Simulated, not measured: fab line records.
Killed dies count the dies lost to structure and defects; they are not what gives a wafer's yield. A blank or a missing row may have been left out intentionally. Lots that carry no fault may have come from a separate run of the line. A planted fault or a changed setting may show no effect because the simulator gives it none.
The same fault as seen by 2 desks :: flow gf180mcu :: every desk sees just its own numbers, and what lay behind them comes last

## AT THE METROLOGY DESK
Lot by lot, what the gauges showed, no matter which tool ran the lot: averages of those sampled wafers that carry a number. Marked OUT: a lot whose mean sits more than 4 standard deviations from the usual mean, which makes it out of limits; the brackets give that distance.
Columns: A = SAB_OVL at GF_SAB_OVL_MEAS_10, usual -0.1 nm; B = SALICIDE_TIN_RS at GF_SALICIDE_RS_MEAS_04, usual 16.27 ohm/sq; C = SALICIDE_TIN_THK at GF_SALICIDE_THK_MEAS_05, usual 19.87 nm
lot: L772
first seen here: day 14 08:20
A: -0.6
B: 16.01
C: 20.32

lot: L779
first seen here: day 18 20:58
A: -0.3
B: 16.23
C: 20.11

lot: L787
first seen here: day 20 21:27
A: -1.2
B: 16.34
C: 19.71

lot: L788
first seen here: day 21 04:06
A: 0.3
B: 16.13
C: 19.51

lot: L790
first seen here: day 22 03:45
A: -1.2
B: 16.07
C: 19.70

lot: L794
first seen here: day 23 19:08
A: 0.0
B: 16.47
C: 19.84
This desk's verdict: no lot among the 6 shows anything out of limits.

## DESK OF THE TOOL OWNER: rtp_anneal-02
Per lot that ran on this tool, the mean of the sampled wafers carrying a number, from the tool's own readings at GF_SALICIDE_RTA_08 (time 30 s). Marked OUT: a lot whose mean sits more than 4 standard deviations from the usual mean, which makes it out of limits; the brackets give that distance.
Columns: A = lamp_power_pct at GF_SALICIDE_RTA_08, usual 17.3 %; B = run_length_s at GF_SALICIDE_RTA_08, usual 58.46 s; C = wafer_temp_C_max at GF_SALICIDE_RTA_08, usual 803.5
lot: L772
first seen here: day 14 09:11
A: 15.1
B: 58.15
C: 803.0

lot: L779
first seen here: day 18 21:48
A: 15.1
B: 58.40
C: 803.5

lot: L787
first seen here: day 20 22:16
A: 15.1
B: 75.88 (+70) OUT
C: 803.3

lot: L788
first seen here: day 21 04:55
A: 15.1
B: 75.88 (+70) OUT
C: 802.9
Finding of this desk: L787, L788 out of limits; the first was L787 at day 20 22:16, on run_length_s at GF_SALICIDE_RTA_08. L772, L779 stayed within limits.

## TAKEN TOGETHER
At day 20 22:16, on L787, L788, the tool owner's desk was in a position to raise an alarm.
From the metrology desk's view, nothing was out of limits.
The metrology desk has L787, L788 on record, within its limits.
Of the lots named, all ran GF_SALICIDE_RTA_08 on rtp_anneal-02.

## WHAT THE SIMULATOR HAD INSERTED
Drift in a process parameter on rtp_anneal-02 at GF_SALICIDE_RTA_08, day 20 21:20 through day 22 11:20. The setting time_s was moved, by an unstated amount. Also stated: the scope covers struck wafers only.
Lots struck among those shown: L787, L788.
Hours from the fault's start to each desk's first reading out of limits: the tool owner's desk, 1.
